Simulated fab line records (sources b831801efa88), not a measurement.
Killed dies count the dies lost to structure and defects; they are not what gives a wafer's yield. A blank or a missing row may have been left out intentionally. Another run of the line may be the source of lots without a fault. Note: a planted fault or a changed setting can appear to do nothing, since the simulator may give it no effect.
Matching of chambers    flow sky130    4 sister chambers for SKY_VIA2_CMP_02 on cmp-01
The step polishes SiO2. 14 wafers are shown with their chamber, then 7 later ones without.

## WAFERS WITH THEIR CHAMBER
wafer   chamber  motor-current-A (A)
L792.2  3        12.3
L792.4  1        10.5
L792.5  0        13.1
L795.1  0        12.8
L795.2  1        11.1
L795.3  2        13.8
L801.2  2        14.0
L801.3  1        11.3
L801.6  1        10.6
L802.2  0        12.8
L802.4  2        13.8
L802.6  2        14.0
L804.2  0        13.5
L804.4  1        10.7

SIGNATURES (averages over the wafers above)
reading          chamber 0  chamber 1  chamber 2  chamber 3  scatter within a chamber
motor-current-A  13.050     10.840     13.900     12.300     0.29
Rule: distance of a wafer from a chamber = root of the sum over the readings of ((wafer's reading minus chamber's mean) / reading's scatter) squared. The wafer belongs to the nearest chamber; if the next one is less than 2 further off, it can't be placed. The scatter: take each reading less its chamber's mean, square it, sum over the shown wafers, divide by the number of wafers less the number of chambers, and take the root.

## WAFERS MISSING THEIR CHAMBER
wafer   motor-current-A (A)
L804.5  12.8
L811.4  13.9
L811.5  14.2
L811.6  10.9
L812.1  13.5
L812.2  12.7
L812.4  12.1

## CHAMBER TAKEN BY EACH
wafer   from the rows above      in truth
L804.5  can't be placed: 0 or 3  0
L811.4  2                        2
L811.5  2                        2
L811.6  1                        1
L812.1  can't be placed: 2 or 0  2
L812.2  can't be placed: 0 or 3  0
L812.4  3                        3
4 of 7 placed correctly. Cannot be placed on the basis of these rows: 3; the candidates contain the true chamber in 3. Wrongly placed: 0.
